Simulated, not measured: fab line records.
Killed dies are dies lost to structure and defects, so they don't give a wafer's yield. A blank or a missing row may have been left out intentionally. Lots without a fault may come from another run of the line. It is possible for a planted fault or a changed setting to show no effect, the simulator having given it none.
Which of the tools did it? | flow gf180mcu | at 1 step of a route of 602, 6 lots with 18 wafers sampled

== WHAT THE GAUGES SHOWED, per wafer ==
GF_CONTACT_OVL_MEAS_15.
lot  | measured     | on         | CONTACT_OVL (nm)
L602 | day 17 17:02 | overlay-01 | 5 8 12
L605 | day 18 06:43 | overlay-02 | -2 4 3
L612 | day 22 01:41 | overlay-01 | -3 -10 -7
L617 | day 22 15:59 | overlay-01 | -6 3 -2
L618 | day 23 00:44 | overlay-02 | -1 -5 -14
L622 | day 24 00:33 | overlay-02 | 1 5 5

== EACH LOT AND THE TOOL THAT RAN IT (in order: tool; ch and the chambers of the sampled wafers; start) ==
No process step before these readings appears in the record.

== THE ANSWER, worked out from the rows above alone ==
Rule: usual is defined by the lots themselves. The widest of any qualifying gaps counts: lots, ordered by their means at a reading, are off when they make up no more than a third of the lots, leave a main group of 4 or more, and stand apart from it by 3 or more times the standard deviation of that group's means. A main group is skipped when, at the precision printed for the reading in the tables above, its means are all equal. Also off: a lot with no number at a reading for which 4 or more lots have one. The other lots that the step has rows for count as sound.
Nothing can be told from this: no lot is off at any reading shown.

== WHAT HAD BEEN PUT IN BY THE SIMULATOR ==
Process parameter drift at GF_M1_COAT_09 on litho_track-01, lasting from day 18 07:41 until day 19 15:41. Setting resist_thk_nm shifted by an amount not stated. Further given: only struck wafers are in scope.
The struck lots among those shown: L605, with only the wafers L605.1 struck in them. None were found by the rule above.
